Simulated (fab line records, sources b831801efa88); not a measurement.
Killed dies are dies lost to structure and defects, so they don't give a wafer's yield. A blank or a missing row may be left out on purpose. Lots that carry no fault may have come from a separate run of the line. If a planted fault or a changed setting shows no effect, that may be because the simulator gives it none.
A struck lot beside a sound one    flow gf180mcu    14 steps out of a route of 602
Sound: wafers L269.1, L269.2, L269.5. Wafers struck: L276.2, L276.4, L276.5. Last of all comes the cause.
Order at every step that has rows: each side's tool, ch and its chambers, its first start. Under that, the readings that differ: sound wafers    struck wafers    difference of the means    sigmas: that difference in standard deviations of wafers without a fault.
alike: a reading whose means differ by less than 2 such deviations, as well as words and numbers matching on both sides. not compared: withheld readings; readings where some wafer has no value; bounds like >300 that might hide an equal value; numbers whose values overlap and for which the record gives no deviation.
A row with sigmas, a row that says differs or no value, or rows on one side alone: a step with any of these is where the two part. Numbers that have no deviation but don't overlap get no sigmas and don't part them. Lack of a reading on every wafer of one side parts them only where that side has two or more wafers.

first, 1 step without rows for these wafers: GF_V5_CVD_00 (deposits SiO2, target thk 300 nm, time 50 s).
GF_V5_THK_MEAS_01:
  struck on film_metro-03, day 30 04:36; sound on film_metro-01, day 28 11:19
  alike: V5_CVD_00_THK
GF_V5_CVD_02: deposits SiO2 from TEOS, target thk 1450 nm, time 163.28 s.
  sound on pecvd-01 ch 1,2, day 28 11:23; struck on pecvd-02 ch 1,2, day 30 04:39
  alike: heater_power_w
GF_V5_THK_MEAS_03:
  struck on film_metro-02, day 30 04:46; sound on film_metro-02, day 28 11:29
  alike: V5_CVD_02_THK
GF_V5_CMP_04: polishes SiO2.
  sound on cmp-02 ch 1,2,3, day 28 11:33; struck on cmp-02 ch 2,3, day 30 05:06
  alike: motor_current_A
GF_V5_BOW_MEAS_05:
  struck on film_metro-02, day 30 05:25; sound on film_metro-01, day 28 11:51
  alike: V5_BOW
then, 6 steps without rows for these wafers: GF_V5_DEHYDRATE_06 (time 60 s); GF_V5_HMDS_07 (prime time 60 s); GF_V5_COAT_08; GF_V5_COAT_09 (resist thk 1000 nm); GF_V5_SOFTBAKE_10 (time 60 s); GF_V5_EXPOSE_11 (exposes mask Via5, target cd 260 nm).
GF_V5_PEB_12: peb time 90 s.
  sound on litho_track-01 ch 0, day 29 06:51; struck on litho_track-03, day 30 23:31
  no value came back on the struck wafers for chill_plate_temp_C (C), exhaust_pa (Pa); on the sound wafers chill_plate_temp_C (C) reads 23.00 23.20 23.14
then, 1 step without rows for these wafers: GF_V5_DEVELOP_13 (develop time 60 s).

WHERE THEY PART
Only at GF_V5_PEB_12, as far as this record shows.

WHY: what had been put in by the simulator
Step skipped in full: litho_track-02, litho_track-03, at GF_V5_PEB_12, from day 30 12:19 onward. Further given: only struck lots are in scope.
